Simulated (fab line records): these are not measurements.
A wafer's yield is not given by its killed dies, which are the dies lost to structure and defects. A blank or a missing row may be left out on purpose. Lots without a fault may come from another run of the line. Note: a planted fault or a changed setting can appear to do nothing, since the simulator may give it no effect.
Matching of chambers ; flow sfq-line ; SFQ_TRILAYER_I1_CMP_CMP_046 on cmp-02: 4 sister chambers
The step polishes SiO2. 4 wafers are shown with their chamber, then 8 later ones without.

== EACH WAFER AND ITS CHAMBER ==
wafer;chamber;motor-current-A (A)
L932.6;2;12.1
L935.2;0;9.9
L935.3;3;8.6
L936.2;1;10.3

== WAFERS WHOSE CHAMBER IS MISSING ==
wafer;motor-current-A (A)
L936.3;12.1
L936.6;8.8
L943.1;8.4
L943.5;10.3
L943.6;10.7
L944.2;8.4
L944.1;10.9
L944.6;8.9

== WHICH CHAMBER EACH ONE RAN IN ==
wafer;from the rows above;in truth
L936.3;2;2
L936.6;3;3
L943.1;3;3
L943.5;can't be placed: 1 or 0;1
L943.6;can't be placed: 1 or 0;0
L944.2;3;3
L944.1;can't be placed: 1 or 0 or 2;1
L944.6;3;3
Correct placement for 5 of the 8. From these rows, 3 cannot be placed; in 3 the true chamber is one of the candidates. Placed wrongly: 0.
How it was worked out, from the rows above alone: a wafer's distance from a chamber is the root of the sum, over the readings, of the square of ((its reading less the chamber's mean) divided by the reading's scatter). If the next closest chamber is less than 2 further off than the closest, the wafer can't be placed; otherwise it belongs to the closest. The mean given for a chamber averages the wafers shown for that chamber. The scatter: root of mean squared gap, hidden wafer to nearest shown wafer, with one shown wafer a chamber.
